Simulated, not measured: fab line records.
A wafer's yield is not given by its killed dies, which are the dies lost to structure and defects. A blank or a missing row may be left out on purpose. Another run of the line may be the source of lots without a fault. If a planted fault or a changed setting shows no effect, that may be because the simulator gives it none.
Matching of chambers    flow gf180mcu    4 sister chambers for GF_V4_CMP_26 on cmp-02
The step polishes, stops on SiO2, t overpolish 15 s, target thk 0 nm. 4 wafers are shown with their chamber, then 7 later ones without.

## WAFERS WITH THEIR CHAMBER
wafer   chamber  motor current A (A)
L592.3  3        11.4
L595.3  1        9.9
L608.2  0        13.0
L608.3  2        9.5

## WAFERS WHOSE CHAMBER IS MISSING
wafer   motor current A (A)
L608.4  11.1
L609.1  9.1
L609.3  12.3
L609.5  10.1
L610.1  12.5
L610.3  11.4
L610.6  9.6

## WHICH CHAMBER EACH WENT THROUGH
wafer   from the rows above      in truth
L608.4  3                        3
L609.1  can't be placed: 2 or 1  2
L609.3  can't be placed: 0 or 3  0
L609.5  can't be placed: 1 or 2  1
L610.1  can't be placed: 0 or 3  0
L610.3  3                        3
L610.6  can't be placed: 2 or 1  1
2 of 7 placed correctly. Can't be placed from these rows: 5 (the true chamber is among the candidates in 5). Placed wrongly: 0.
How it was worked out, from the rows above alone: a wafer's distance from a chamber is the root of the sum, over the readings, of the square of ((its reading less the chamber's mean) divided by the reading's scatter). If the next closest chamber is less than 2 further off than the closest, the wafer can't be placed; otherwise it belongs to the closest. A chamber's mean is the mean of its shown wafers. The scatter: with one shown wafer a chamber, the root of the mean of the squares of how far each hidden wafer lies from its nearest shown one.
